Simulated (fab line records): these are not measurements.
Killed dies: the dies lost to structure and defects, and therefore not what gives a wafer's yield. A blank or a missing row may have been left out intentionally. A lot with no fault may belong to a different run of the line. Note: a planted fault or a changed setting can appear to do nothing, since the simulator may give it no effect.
A struck lot beside a sound one	flow sky130	18 steps out of a route of 708
Sound: the wafers L688.1, L688.4, L688.5. Struck: wafers L697.2, L697.4, L697.6. At the end, the cause is stated.
Order at every step that has rows: each side's tool, ch and its chambers, its first start. Under that, the readings that differ: sound wafers	struck wafers	difference of the means	sigmas: that difference in standard deviations of wafers without a fault.
alike: a reading whose means differ by less than 2 such deviations, as well as words and numbers matching on both sides. not compared: withheld readings; readings where some wafer has no value; bounds like >300 that might hide an equal value; numbers whose values overlap and for which the record gives no deviation.
The two part at a step that has a row with sigmas, a row that says differs or no value, or rows on one side only. Numbers that don't overlap but have no deviation are shown without sigmas and don't part them. A reading that every wafer of one side lacks parts them only if that side has two wafers or more.

SKY_FIELD_ISO_BOW_MEAS_00:
  sound: film-metro-03 at day 1 10:00; struck: film-metro-02 at day 3 07:01
  alike: INCOMING_BOW
then, 1 step without rows for these wafers: SKY_FIELD_ISO_OXIDATION_01 (stabilise 600 s, purge 300 s, target thk 12 nm).
SKY_FIELD_ISO_THK_MEAS_02:
  sound: film-metro-01 at day 1 12:06; struck: film-metro-03 at day 3 14:04
  alike: FIELD_ISO_OXIDATION_00_THK
SKY_FIELD_ISO_CVD_03: deposits Si3N4 from DCS/NH3, target thk 165 nm, time 2742 s.
  sound on lpcvd-02 ch 0, day 1 12:10; struck on lpcvd-02 ch 1, day 3 14:32
  alike: spike-tc-bottom-C, spike-tc-centre-C, susceptor-temp-C, zone-power-centre-pct
SKY_FIELD_ISO_THK_MEAS_04:
  sound: film-metro-01 at day 1 13:57; struck: film-metro-01 at day 3 16:20
reading	sound	struck	difference	sigmas
FIELD_ISO_CVD_03_THK (nm)	155.5 157.3 156.0	137.6 136.2 135.0	-20.0	-13
then, 8 steps without rows for these wafers: SKY_FIELD_ISO_DEHYDRATE_05 (time 60 s); SKY_FIELD_ISO_HMDS_06 (prime time 60 s); SKY_FIELD_ISO_COAT_07 (resist thk 60 nm); SKY_FIELD_ISO_COAT_08 (resist thk 450 nm); SKY_FIELD_ISO_SOFTBAKE_09 (time 90 s); SKY_FIELD_ISO_EXPOSE_10 (exposes mask FOM, target cd 150 nm); SKY_FIELD_ISO_PEB_11; SKY_FIELD_ISO_DEVELOP_12 (develop time 57.78 s).
SKY_FIELD_ISO_CD_MEAS_13: the cd target is 150 nm.
  sound: cd-sem-01 at day 2 05:04; struck: cd-sem-02 at day 4 08:46
  alike: cd-nm
SKY_FIELD_ISO_ETCH_14: etches BARC in N2/H2, stops on SiO2, time 45.9 s, target depth 60 nm.
  sound on rie-diel-03 ch 0,1,3, day 2 05:11; struck on rie-diel-03 ch 0,2, day 4 08:52
  alike: drypump-motor-current-A, oes-product-au, throttle-valve-pct
  not compared: rf-hours-counter-h
SKY_FIELD_ISO_ETCH_15: etches the open film in CHF3/O2, stops on Si, target depth 180 nm, time 72 s.
  sound on rie-diel-03 ch 0,1,3, day 2 05:13; struck on rie-diel-03 ch 0,2, day 4 08:54
reading	sound	struck	difference	sigmas
oes-product-au (a.u.)	0.905 0.918 0.914	0.856 0.850 0.842	-0.063	-9
  alike: drypump-motor-current-A, throttle-valve-pct
  not compared: rf-hours-counter-h
SKY_FIELD_ISO_STRIP_16: strips in O2/N2.
  sound on plasma-asher-04 ch 0,1, day 2 05:16; struck on plasma-asher-04 ch 0, day 4 08:58
  alike: drypump-motor-current-A, oes-product-au, strip-time-to-endpoint-s
  not compared: rf-hours-counter-h
following that, these wafers have no rows for 1 step: SKY_PAD_OPEN_PROBE_99.

== WHERE THEY PART ==
First at SKY_FIELD_ISO_THK_MEAS_04; last, within this record, at SKY_FIELD_ISO_ETCH_15. Later steps at which nothing parts them and some readings are alike: SKY_FIELD_ISO_STRIP_16.

WHY: what had been put in by the simulator
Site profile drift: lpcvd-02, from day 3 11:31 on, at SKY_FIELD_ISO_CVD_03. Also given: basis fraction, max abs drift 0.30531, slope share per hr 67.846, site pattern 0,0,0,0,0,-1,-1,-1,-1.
